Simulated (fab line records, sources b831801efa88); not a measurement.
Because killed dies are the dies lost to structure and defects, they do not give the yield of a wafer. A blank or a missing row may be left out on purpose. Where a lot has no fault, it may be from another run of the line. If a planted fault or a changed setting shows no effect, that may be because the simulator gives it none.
What tool caused it? | flow sky130 | 33 wafers sampled from 11 lots at 1 step of a route of 708

== WHAT THE GAUGES SHOWED, per wafer ==
SKY_VT_ADJUST_HVTP_TW_MEAS_11. Usual: VT_ADJUST_HVTP_TW 1357, standard deviation 11.
lot  | measured     | on            | VT_ADJUST_HVTP_TW | flag
L656 | day 6 05:26  | film_metro-02 | 1357 1356 1356    |
L657 | day 6 09:56  | film_metro-02 | 1355 1352 1366    |
L658 | day 6 14:32  | film_metro-01 | 1363 1368 1366    |
L659 | day 6 20:07  | film_metro-04 | 1336 1336 1340    |
L660 | day 7 04:40  | film_metro-02 | 1353 1352 1352    |
L662 | day 7 14:47  | film_metro-01 | 1372 1371 1363    |
L670 | day 9 21:15  | film_metro-04 | 1337 1341 1345    |
L672 | day 10 13:22 | film_metro-02 | 1377 1364 1363    |
L674 | day 10 20:46 | film_metro-01 | 1361 1367 1361    |
L677 | day 12 01:44 | film_metro-01 | 1362 1359 1359    |
L679 | day 12 08:38 | film_metro-02 | 1368 1362 1363    |

== WHAT TOOL EACH LOT RAN ON (gives the tool, then ch and the chambers of the sampled wafers, and finally the start) ==
The record holds no process step before these readings.

== AS READ BY THE TOOLS THEMSELVES (means over the sampled wafers that have a number; for cases with no such wafer, the mark the record gives instead) ==
The record holds no such reading with a usual standard deviation.

== THE ANSWER, worked out from the rows above alone ==
Rule: lot off if the mean of its wafers having a number is beyond 3 standard deviations from the usual mean. A lot without any number at a reading at which 4 lots or more have one is off too. All remaining lots with rows at the step are treated as sound. Order of review: gauges by route order, followed by the tools' own readings, for which a lot's mean as printed above is used. The first step at which some lot is off is used, and at that step the reading that is off furthest; a lot without a number counts as furthest.
Across all readings shown, no lot is off: no conclusion can be drawn from this.

== WHAT THE SIMULATOR HAD PUT IN ==
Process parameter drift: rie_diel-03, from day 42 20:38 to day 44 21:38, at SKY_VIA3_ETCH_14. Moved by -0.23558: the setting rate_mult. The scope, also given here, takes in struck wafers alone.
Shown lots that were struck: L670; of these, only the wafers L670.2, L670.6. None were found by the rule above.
